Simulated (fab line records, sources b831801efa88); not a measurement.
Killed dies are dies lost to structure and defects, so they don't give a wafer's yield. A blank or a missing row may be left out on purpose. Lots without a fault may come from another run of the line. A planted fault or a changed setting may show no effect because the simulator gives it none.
One fault seen from 2 desks | flow sky130 | each desk has only its own numbers; what lay behind them comes last

THE TOOL OWNER'S DESK: hdpcvd-02
The tool's own readings at SKY_VIA3_HDPCVD_00 (deposits SiO2, target thk 1635 nm, time 272.5 s): means of the sampled wafers that have a number, for each lot that ran on this tool. A lot is out of limits, marked OUT, if its mean lies more than 4 standard deviations from the usual mean; the brackets give that distance.
Columns: A = run_length_s at SKY_VIA3_HDPCVD_00, usual 300.6 s; B = sih4_flow_sccm at SKY_VIA3_HDPCVD_00, usual 60.00 sccm
lot  | first seen here | A               | B
L605 | day 39 21:52    | 300.5           | 59.81
L607 | day 40 07:59    | 300.5           | 60.17
L608 | day 40 14:43    | 300.6           | 59.92
L609 | day 41 02:13    | 300.5           | 59.92
L613 | day 42 03:40    | 300.7           | 59.89
L615 | day 42 13:43    | 310.2 (+30) OUT | 60.00
L617 | day 43 05:55    | 319.7 (+60) OUT | 59.93
This desk's finding: out of limits on L615, L617; first on L615, day 42 13:43 (run_length_s at SKY_VIA3_HDPCVD_00). In limits: L605, L607, L608, L609, L613.

THE METROLOGY DESK
What the gauges read, lot by lot, whatever tool the lot ran on: means of the sampled wafers that have a number. A lot is out of limits, marked OUT, if its mean lies more than 4 standard deviations from the usual mean; the brackets give that distance.
Columns: A = VIA3_HDPCVD_THK at SKY_VIA3_THK_MEAS_01, usual 1630 nm; B = VIA3_W_RS at SKY_VIA3_RS_MEAS_22, usual 0.294 ohm/sq
lot  | first seen here | A               | B
L601 | day 38 10:36    | 1613            | 0.293
L605 | day 39 22:02    | 1619            | 0.289
L607 | day 40 08:10    | 1628            | 0.291
L608 | day 40 14:53    | 1599            | 0.293
L609 | day 41 02:23    | 1633            | 0.292
L611 | day 41 21:53    | 1634            | 0.296
L613 | day 42 03:50    | 1623            | 0.297
L612 | day 42 05:17    | 1654            | 0.292
L615 | day 42 13:52    | 1701 (+4.4) OUT | 0.293
L617 | day 43 06:05    | 1757 (+7.9) OUT | 0.293
L619 | day 43 15:53    | 1631            | 0.293
This desk's finding: out of limits on L615, L617; first on L615, day 42 13:52 (VIA3_HDPCVD_THK at SKY_VIA3_THK_MEAS_01). In limits: L601, L605, L607, L608, L609, L611, L613, L612, L619.

PUT TOGETHER
The tool owner's desk could have raised an alarm at day 42 13:43, on L615, L617.
The metrology desk could have raised an alarm at day 42 13:52, on L615, L617.
Of the lots named, all ran SKY_VIA3_HDPCVD_00 on hdpcvd-02.

WHAT THE SIMULATOR HAD PUT IN
Process parameter drift: hdpcvd-02, from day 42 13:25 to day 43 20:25, at SKY_VIA3_HDPCVD_00. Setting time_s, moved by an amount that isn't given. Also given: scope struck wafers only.
Lots struck among those shown: L615, L617.
Hours from the fault's start to each desk's first reading out of limits: the tool owner's desk, 0; the metrology desk, 0.
